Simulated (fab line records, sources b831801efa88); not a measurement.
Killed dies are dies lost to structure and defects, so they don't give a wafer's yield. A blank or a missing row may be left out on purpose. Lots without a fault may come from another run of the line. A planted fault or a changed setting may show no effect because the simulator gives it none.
Which tool did it? | flow sky130 | 13 lots, 39 wafers sampled, at 5 steps of a route of 708

WHAT THE GAUGES READ, wafer by wafer
SKY_POLY_GATE_CD_MEAS_13: target cd 150 nm.
lot  | measured     | on        | cd_nm (nm)
L393 | day 16 01:01 | cd_sem-02 | 150.4 150.7 150.3
L394 | day 16 03:37 | cd_sem-02 | 151.3 151.2 152.0
L395 | day 16 13:40 | cd_sem-02 | 149.5 148.7 149.3
L398 | day 17 11:43 | cd_sem-02 | 149.1 149.4 148.7
L399 | day 17 19:22 | cd_sem-02 | 150.2 149.5 150.5
L400 | day 18 22:37 | cd_sem-02 | 148.4 146.8 147.9
L401 | day 19 04:48 | cd_sem-02 | 150.2 150.3 149.4
L402 | day 19 05:09 | cd_sem-02 | 149.2 149.1 148.3
L406 | day 21 08:12 | cd_sem-01 | 149.5 149.1 148.7
L407 | day 21 14:53 | cd_sem-02 | 151.1 150.8 151.0
L408 | day 21 23:14 | cd_sem-02 | 149.5 148.5 150.0
L413 | day 22 21:41 | cd_sem-01 | 173.1 172.8 173.5
L416 | day 24 03:55 | cd_sem-01 | 150.3 148.7 149.8

SKY_LDD_LDN_OVL_MEAS_07.
lot  | measured     | on         | LDD_LDN_OVL (nm)
L393 | day 22 10:49 | overlay-02 | -1.1 -2.2 -0.8
L394 | day 22 12:31 | overlay-01 | 2.7 2.7 2.5
L395 | day 23 01:53 | overlay-01 | 1.8 -0.6 1.6
L398 | day 23 23:43 | overlay-02 | -0.7 1.0 -1.4
L399 | day 24 08:08 | overlay-02 | 2.6 1.1 1.2
L400 | day 25 10:52 | overlay-01 | -0.7 -1.7 -2.2
L401 | day 25 18:25 | overlay-02 | -0.3 -0.2 -1.9
L402 | day 25 18:49 | overlay-01 | 0.3 -1.4 2.6
L406 | day 27 19:07 | overlay-02 | -0.7 0.6 -0.9
L407 | day 27 23:52 | overlay-02 | -0.9 -2.8 -3.6
L408 | day 28 08:40 | overlay-02 | 1.3 1.0 1.2
L413 | day 29 06:31 | overlay-02 | 0.0 0.8 -1.7
L416 | day 30 10:46 | overlay-02 | -0.9 -0.6 -1.6

SKY_CONTACT_CD_MEAS_14: target cd 170 nm.
lot  | measured     | on        | cd_nm (nm)
L393 | day 31 12:25 | cd_sem-02 | 172.1 173.2 171.6
L394 | day 31 12:26 | cd_sem-01 | 173.7 171.3 172.5
L395 | day 31 22:51 | cd_sem-01 | 171.9 170.2 169.8
L398 | day 32 20:01 | cd_sem-02 | 170.4 169.0 168.6
L399 | day 33 04:04 | cd_sem-02 | 172.9 173.9 171.1
L400 | day 34 03:40 | cd_sem-02 | 172.1 171.6 171.0
L401 | day 34 10:41 | cd_sem-01 | 171.6 171.0 171.0
L402 | day 34 11:24 | cd_sem-01 | 169.7 169.8 170.9
L406 | day 36 03:23 | cd_sem-02 | 170.8 173.1 171.1
L407 | day 36 07:36 | cd_sem-02 | 172.3 170.5 172.1
L408 | day 36 17:44 | cd_sem-01 | 168.3 169.8 168.3
L413 | day 37 11:47 | cd_sem-01 | 170.3 169.1 169.9
L416 | day 38 12:19 | cd_sem-02 | 170.1 171.1 170.3

WHICH TOOL RAN EACH LOT (tool, then ch and the chambers of the sampled wafers, then the start)
lot  | SKY_POLY_GATE_EXPOSE_10           | SKY_LI_CONTACT_CVD_21
L393 | krf_scanner-01 ch 0, day 15 10:19 | cvd_w-01 ch 0,1, day 28 22:44
L394 | krf_scanner-01 ch 0, day 15 13:32 | cvd_w-02 ch 0,1, day 28 23:26
L395 | krf_scanner-01 ch 0, day 16 01:03 | cvd_w-01 ch 0,1, day 29 13:04
L398 | krf_scanner-01 ch 0, day 16 20:49 | cvd_w-01 ch 0,1, day 30 09:20
L399 | krf_scanner-01 ch 0, day 17 05:16 | cvd_w-01 ch 0,1, day 30 17:38
L400 | krf_scanner-02 ch 0, day 18 08:29 | cvd_w-02 ch 0,1, day 31 17:00
L401 | krf_scanner-01 ch 0, day 18 14:40 | cvd_w-02 ch 0,1, day 32 00:02
L402 | krf_scanner-02 ch 0, day 18 14:55 | cvd_w-01 ch 0, day 32 00:41
L406 | krf_scanner-02 ch 0, day 20 15:48 | cvd_w-02 ch 0,1, day 33 20:47
L407 | krf_scanner-01 ch 0, day 20 23:51 | cvd_w-01 ch 1, day 34 01:02
L408 | krf_scanner-02 ch 0, day 21 08:52 | cvd_w-02 ch 0,1, day 34 11:44
L413 | krf_scanner-02 ch 0, day 22 06:51 | cvd_w-02 ch 0,1, day 35 05:35
L416 | krf_scanner-02 ch 0, day 23 13:11 | cvd_w-01 ch 0,1, day 36 07:00
- SKY_POLY_GATE_EXPOSE_10: exposes mask P1M, target cd 150 nm.
- SKY_LI_CONTACT_CVD_21: deposits W, target thk 400 nm, time 120.56 s.

WHAT THE TOOLS THEMSELVES READ (means of the sampled wafers that have a number; where no wafer has one, the mark that the record gives instead)
SKY_POLY_GATE_EXPOSE_10.
lot  | tool           | exposure_dose_mJ_cm2
L393 | krf_scanner-01 | 27.975
L394 | krf_scanner-01 | 27.967
L395 | krf_scanner-01 | 27.995
L398 | krf_scanner-01 | 27.972
L399 | krf_scanner-01 | 27.969
L400 | krf_scanner-02 | 28.001
L401 | krf_scanner-01 | 27.968
L402 | krf_scanner-02 | 27.963
L406 | krf_scanner-02 | 28.007
L407 | krf_scanner-01 | 27.967
L408 | krf_scanner-02 | 27.947
L413 | krf_scanner-02 | 27.997
L416 | krf_scanner-02 | 27.990

SKY_LI_CONTACT_CVD_21.
lot  | tool     | heater_power_w (W)
L393 | cvd_w-01 | 856
L394 | cvd_w-02 | 929
L395 | cvd_w-01 | 890
L398 | cvd_w-01 | 888
L399 | cvd_w-01 | 883
L400 | cvd_w-02 | 923
L401 | cvd_w-02 | 931
L402 | cvd_w-01 | 824
L406 | cvd_w-02 | 930
L407 | cvd_w-01 | 924
L408 | cvd_w-02 | 918
L413 | cvd_w-02 | 930
L416 | cvd_w-01 | 879

THE ANSWER, worked out from the rows above alone
Rule: what is usual is taken from the lots themselves. Put in order of their means at a reading, lots are off if they are a third of the lots or fewer, leave a main group of 4 or more, and stand apart from it by a gap of 3 or more times the standard deviation of the main group's means; of several such gaps the widest counts. A main group whose means are all the same, to the digits that the tables above print for the reading, isn't used. A lot without any number at a reading at which 4 lots or more have one is off too. The other lots that the step has rows for count as sound. The gauges are gone through in route order, then the tools' own readings, and for those a lot's mean is taken as printed above. The first step at which some lot is off is used, and at that step the reading that is off furthest; a lot without a number counts as furthest.
Off: L413, at SKY_POLY_GATE_CD_MEAS_13 (cd_nm). The main group: mean 149.7 nm, standard deviation 0.98.
A tool fits if, at a process step before that reading, it ran every lot that is off, and no sound lot after the first of them. The gauges at SKY_POLY_GATE_CD_MEAS_13 are tried like those tools. None of those tried fits.

WHAT THE SIMULATOR HAD PUT IN
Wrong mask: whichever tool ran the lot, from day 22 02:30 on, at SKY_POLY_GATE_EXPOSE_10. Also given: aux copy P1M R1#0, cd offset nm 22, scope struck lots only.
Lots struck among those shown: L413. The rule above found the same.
